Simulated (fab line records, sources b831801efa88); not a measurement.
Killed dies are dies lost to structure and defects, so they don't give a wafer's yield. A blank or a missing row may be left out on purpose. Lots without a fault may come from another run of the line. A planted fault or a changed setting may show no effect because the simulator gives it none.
One fault seen from 2 desks | flow gf180mcu | each desk has only its own numbers; what lay behind them comes last

THE TOOL OWNER'S DESK: pvd_sputter-03
The tool's own readings at GF_M4_SPUTTER_04 (material TiN, target thk 50 nm, time 41.7 s): means of the sampled wafers that have a number, for each lot that ran on this tool. A lot is out of limits, marked OUT, if its mean lies more than 4 standard deviations from the usual mean; the brackets give that distance.
Columns: A = throttle_valve_pct at GF_M4_SPUTTER_04, usual 29.9 %
lot  | first seen here | A
L150 | day 22 14:18    | 30.5
L166 | day 28 08:44    | 30.1
L167 | day 28 09:55    | 29.8
This desk's finding: nothing out of limits on any of the 3 lots.

THE METROLOGY DESK
What the gauges read, lot by lot, whatever tool the lot ran on: means of the sampled wafers that have a number. A lot is out of limits, marked OUT, if its mean lies more than 4 standard deviations from the usual mean; the brackets give that distance. Of its 9 readings 7 are shown: those that lie furthest out on some lot.
Columns: A = V3_W_RS at GF_V3_RS_MEAS_24, usual 0.326 ohm/sq; B = V3_W_THK at GF_V3_THK_MEAS_25, usual 358 nm; C = M4_ALCU_RS at GF_M4_RS_MEAS_05, usual 0.0697 ohm/sq; D = M4_ALCU_THK at GF_M4_THK_MEAS_06, usual 444 nm; E = cd_nm at GF_M4_CD_MEAS_14, usual 280.1 nm; F = V4_CVD_00_THK at GF_V4_THK_MEAS_01, usual 603 nm; G = V4_BOW at GF_V4_BOW_MEAS_05, usual 135 um
lot  | first seen here | A     | B   | C      | D   | E     | F   | G
L150 | day 22 13:41    | 0.317 | 367 | 0.0706 | 437 | 279.8 | 598 | 134
L157 | day 25 10:20    | 0.327 | 367 | 0.0695 | 445 | 279.8 | 605 | 133
L166 | day 28 08:07    | 0.324 | 359 | 0.0705 | 450 | 278.7 | 602 | 125
L167 | day 28 09:16    | 0.326 | 356 | 0.0701 | 450 | 280.3 | 598 | 133
L168 | day 28 15:44    | 0.316 | 368 | 0.0696 | 447 | 278.5 | 596 | 125
L171 | day 29 09:56    | 0.329 | 352 | 0.0687 | 450 | 280.8 | 599 | 139
This desk's finding: nothing out of limits on any of the 6 lots.

PUT TOGETHER
The tool owner's desk saw nothing out of limits.
The metrology desk saw nothing out of limits.

WHAT THE SIMULATOR HAD PUT IN
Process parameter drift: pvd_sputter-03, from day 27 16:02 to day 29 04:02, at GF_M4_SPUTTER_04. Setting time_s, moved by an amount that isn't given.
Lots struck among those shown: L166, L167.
